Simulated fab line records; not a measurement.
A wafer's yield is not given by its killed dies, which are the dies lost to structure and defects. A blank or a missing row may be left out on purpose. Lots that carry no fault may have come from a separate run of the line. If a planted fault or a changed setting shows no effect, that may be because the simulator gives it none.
What tool caused it? + flow sfq line + Sampling: 14 lots, 42 wafers, 3 of 325 route steps

## WHAT THE GAUGES SHOWED, per wafer
SFQ_L0_RS_MEAS_901: uses a four-point probe to measure. Usual: L0_MONX_KI_RS gives 43.5 ohm/sq (standard deviation 0.38).
| lot  | measured    | on            | L0_MONX_KI_RS (ohm/sq)        | flag |
|------|-------------|---------------|-------------------------------|------|
| L811 | day 1 12:37 | film metro-04 | 43.8 43.3 43.8                |      |
| L812 | day 1 17:34 | film metro-04 | 44.6 43.8 43.9                |      |
| L814 | day 2 03:34 | film metro-02 | 43.2 43.4 43.4                |      |
| L815 | day 2 08:34 | film metro-03 | 42.9 43.3 44.5                |      |
| L816 | day 2 13:35 | film metro-02 | 42.6 42.9 43.4                |      |
| L817 | day 2 18:34 | film metro-02 | 43.9 43.4 43.4                |      |
| L820 | day 3 09:37 | film metro-03 | 43.7 43.2 43.3                |      |
| L821 | day 3 14:35 | film metro-02 | 43.2 42.7 43.1                |      |
| L824 | day 4 05:36 | film metro-02 | 43.5 43.3 43.2                |      |
| L827 | day 4 20:34 | film metro-04 | 43.3 43.4 43.4                |      |
| L831 | day 5 16:36 | film metro-04 | 43.8 43.7 29.0 43.8 43.6 29.1 | OFF  |
| L832 | day 5 21:36 | film metro-03 | 43.6 29.0 29.0 43.6 29.0 29.0 | OFF  |
| L833 | day 6 02:34 | film metro-04 | 43.9 44.1 44.7                |      |
| L834 | day 6 07:34 | film metro-03 | 43.8 43.5 43.7                |      |

SFQ_L0_THK_MEAS_902: measures by xrf. Usual: L0_MONX_KI_THK gives 40.3 nm (standard deviation 0.36).
| lot  | measured    | on            | L0_MONX_KI_THK (nm)           | flag |
|------|-------------|---------------|-------------------------------|------|
| L811 | day 1 12:43 | film metro-04 | 40.3 40.9 39.9                |      |
| L812 | day 1 17:41 | film metro-04 | 39.2 40.1 39.7                |      |
| L814 | day 2 03:41 | film metro-02 | 40.3 40.0 40.4                |      |
| L815 | day 2 08:41 | film metro-03 | 41.0 40.6 39.3                |      |
| L816 | day 2 13:41 | film metro-02 | 41.1 40.7 40.6                |      |
| L817 | day 2 18:41 | film metro-02 | 40.0 40.4 40.4                |      |
| L820 | day 3 09:43 | film metro-03 | 40.2 40.6 40.4                |      |
| L821 | day 3 14:41 | film metro-02 | 40.6 41.0 40.6                |      |
| L824 | day 4 05:42 | film metro-02 | 40.4 40.5 40.3                |      |
| L827 | day 4 20:41 | film metro-04 | 40.7 40.3 40.7                |      |
| L831 | day 5 19:18 | film metro-04 | 40.3 40.1 60.5 40.0 40.4 60.6 | OFF  |
| L832 | day 6 00:47 | film metro-03 | 40.1 60.5 60.2 40.2 60.2 60.4 | OFF  |
| L833 | day 6 02:41 | film metro-04 | 40.2 39.9 39.4                |      |
| L834 | day 6 07:41 | film metro-03 | 40.0 40.4 40.1                |      |

## WHICH TOOL RAN EACH LOT (tool, then ch and the chambers of the sampled wafers, then the start)
| lot  | SFQ_TRILAYER_L0_DEP_SPUTTER_003 |
|------|---------------------------------|
| L811 | pvd sputter-06, day 1 12:29     |
| L812 | pvd sputter-06, day 1 17:29     |
| L814 | pvd sputter-04, day 2 03:29     |
| L815 | pvd sputter-06, day 2 08:29     |
| L816 | pvd sputter-06, day 2 13:29     |
| L817 | pvd sputter-04, day 2 18:29     |
| L820 | pvd sputter-06, day 3 09:29     |
| L821 | pvd sputter-06, day 3 14:29     |
| L824 | pvd sputter-06, day 4 05:29     |
| L827 | pvd sputter-06, day 4 20:29     |
| L831 | pvd sputter-06, day 5 16:29     |
| L832 | pvd sputter-06, day 5 21:29     |
| L833 | pvd sputter-04, day 6 02:29     |
| L834 | pvd sputter-05, day 6 07:29     |
- SFQ_TRILAYER_L0_DEP_SPUTTER_003: material MoNx KI, target thk 40 nm, time 100 s.

## WHAT THE TOOLS THEMSELVES READ (means of the sampled wafers that have a number; where no wafer has one, the mark that the record gives instead)
SFQ_TRILAYER_L0_DEP_SPUTTER_003. Usual: chamber pressure pa 0.4000 Pa, standard deviation 0.00077; throttle valve pct 30.3 %, standard deviation 1.2.
| lot  | tool           | chamber pressure pa (Pa) | throttle valve pct (%) | flag |
|------|----------------|--------------------------|------------------------|------|
| L811 | pvd sputter-06 | 0.3991                   | 30.9                   |      |
| L812 | pvd sputter-06 | 0.4004                   | 30.3                   |      |
| L814 | pvd sputter-04 | 0.4003                   | 28.9                   |      |
| L815 | pvd sputter-06 | 0.4004                   | 30.4                   |      |
| L816 | pvd sputter-06 | 0.4007                   | 30.6                   |      |
| L817 | pvd sputter-04 | 0.4003                   | 29.1                   |      |
| L820 | pvd sputter-06 | 0.3991                   | 30.3                   |      |
| L821 | pvd sputter-06 | 0.3996                   | 30.2                   |      |
| L824 | pvd sputter-06 | 0.3995                   | 30.1                   |      |
| L827 | pvd sputter-06 | 0.4003                   | 30.7                   |      |
| L831 | pvd sputter-06 | 0.3997                   | 30.9                   |      |
| L832 | pvd sputter-06 | 0.4005                   | 30.5                   |      |
| L833 | pvd sputter-04 | 0.4003                   | 28.1                   |      |
| L834 | pvd sputter-05 | 0.4002                   | 30.3                   |      |

## THE ANSWER, worked out from the rows above alone
Rule: take the mean of a lot's wafers that have a number; if it is more than 3 standard deviations from the usual mean, the lot is off. Also off: a lot with no number at a reading for which 4 or more lots have one. All remaining lots with rows at the step are treated as sound. First the gauges in route order, then the tools' own readings, where a lot's mean is used as printed above. The first step at which some lot is off is used, and at that step the reading that is off furthest; a lot without a number counts as furthest.
Off: L831, L832, at SFQ_L0_RS_MEAS_901 (L0_MONX_KI_RS).
If a tool, at a process step before that reading, ran all the lots that are off and no sound lot after the first of them, it fits. The gauges at SFQ_L0_RS_MEAS_901 are tried like those tools. One fits: SFQ_TRILAYER_L0_DEP_SPUTTER_003 on pvd sputter-06. Its last sound lot is L827 (day 4 20:29), its first lot that is off L831 (day 5 16:29): a fault that began between those two fits.

## WHAT WAS PUT IN BY THE SIMULATOR
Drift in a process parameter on pvd sputter-06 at SFQ_TRILAYER_L0_DEP_SPUTTER_003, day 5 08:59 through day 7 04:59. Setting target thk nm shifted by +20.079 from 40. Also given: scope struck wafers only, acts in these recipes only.
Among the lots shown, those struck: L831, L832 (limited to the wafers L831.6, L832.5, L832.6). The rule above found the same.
